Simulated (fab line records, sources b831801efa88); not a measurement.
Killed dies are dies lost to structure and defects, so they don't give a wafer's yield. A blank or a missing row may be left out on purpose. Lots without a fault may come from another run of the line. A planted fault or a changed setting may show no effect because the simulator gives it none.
Problem report in the 8D (eight disciplines) form, filled by code | flow sky130 | the parts of the form that need people (team, actions taken, sign-off) are left out

1. THE PROBLEM
killed_at_M0_to_M3 at SKY_PAD_OPEN_PROBE_99 reads a mean of 92 on 2 wafers of 2 lots; wafers without a fault read 43 with a standard deviation of 7.4. That is +6.6 standard deviations from the usual mean.
First seen on wafer L661.3, day 48 05:09, on prober-01. The record holds 9 wafers of 3 lots with a number at this step. Rule for "out", or "out of limits": more than 4 standard deviations from the usual mean. The other wafers with a number count as sound.

2. WHAT IT IS AND WHAT IT IS NOT
question                    | is                                      | is not
which readings at this step | killed_at_M0_to_M3, sort_bin_5_function | killed_at_M4_up, killed_at_contacts, killed_at_front_end, killed_at_other, killed_open, killed_short, sort_bin_6_memory
which lots                  | L661, L662                              | L672
which wafers of those lots  | L661.3, L662.4                          | L661.2, L661.4, L662.5, L662.6
read on which tools         | prober-01, prober-02                    | -
when                        | from day 48 05:09                       | up to then (1 sound wafer); but 6 sound wafers of L661, L662, L672 came after

3. SUSPECTS, AND WHAT RULES EACH OUT
Counting: a tool at a process step up to the reading stays a suspect if it ran every lot that is out. Sound lots after the first of them don't rule it out here, since some wafers of a struck lot are sound.
- pvd_sputter-01 at SKY_METAL1_SPUTTER_00 (material Ti, target thk 15 nm, time 10 s): kept. It ran every lot that is out, first L661 (day 34 16:53).
Left after counting: pvd_sputter-01 at SKY_METAL1_SPUTTER_00.

4. THE CAUSE (what the simulator had put in)
Chamber particle source: pvd_sputter-01, from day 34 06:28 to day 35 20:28, at SKY_METAL1_SPUTTER_00. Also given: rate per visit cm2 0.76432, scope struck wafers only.
Counting left only this tool.

5. THE CHAIN OF EFFECTS, in route order
Each row: a reading whose mean over the struck wafers that have a number lies more than 3 standard deviations from the usual. Only readings for which the record gives a usual standard deviation are gone through. hours: the time from each lot's start at the first step in this table that gives one to its start at this step, as a median over the lots. sigmas: the change in usual standard deviations.
hours | step                  | reading              | usual  | on struck wafers | change | sigmas
0     | SKY_PAD_OPEN_PROBE_99 | defect_limited_yield | 82.3 % | 72.9             | -9.4   | -4.9
0     | SKY_PAD_OPEN_PROBE_99 | killed_at_M0_to_M3   | 43     | 92               | +49    | +6.6
0     | SKY_PAD_OPEN_PROBE_99 | killed_dies          | 87     | 133              | +46    | +4.9
0     | SKY_PAD_OPEN_PROBE_99 | sort_bin_3_pad_short | 0.9 %  | 3.2              | +2.4   | +5.5
0     | SKY_PAD_OPEN_PROBE_99 | sort_bin_5_function  | 10.4 % | 16.8             | +6.4   | +4.6
0     | SKY_PAD_OPEN_PROBE_99 | sort_n_pass          | 405    | 359              | -46    | -4.9
0     | SKY_PAD_OPEN_PROBE_99 | sort_yield_pct       | 82.3 % | 72.9             | -9.4   | -4.9
The process steps in it:
- SKY_PAD_OPEN_PROBE_99

6. WHAT WOULD HAVE CAUGHT IT SOONER
In this record the first reading out of limits was taken at day 48 05:09, 335 hours after the fault began at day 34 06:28.
Of the tool readings at SKY_METAL1_SPUTTER_00 for which the record gives a usual standard deviation, none was out on any struck wafer, so an alarm limit of 4 standard deviations on them would not have fired.
All the lots that are out (2) had begun SKY_METAL1_SPUTTER_00 on pvd_sputter-01 by day 48 05:09. A hold on the tool at that time would have spared none of them.
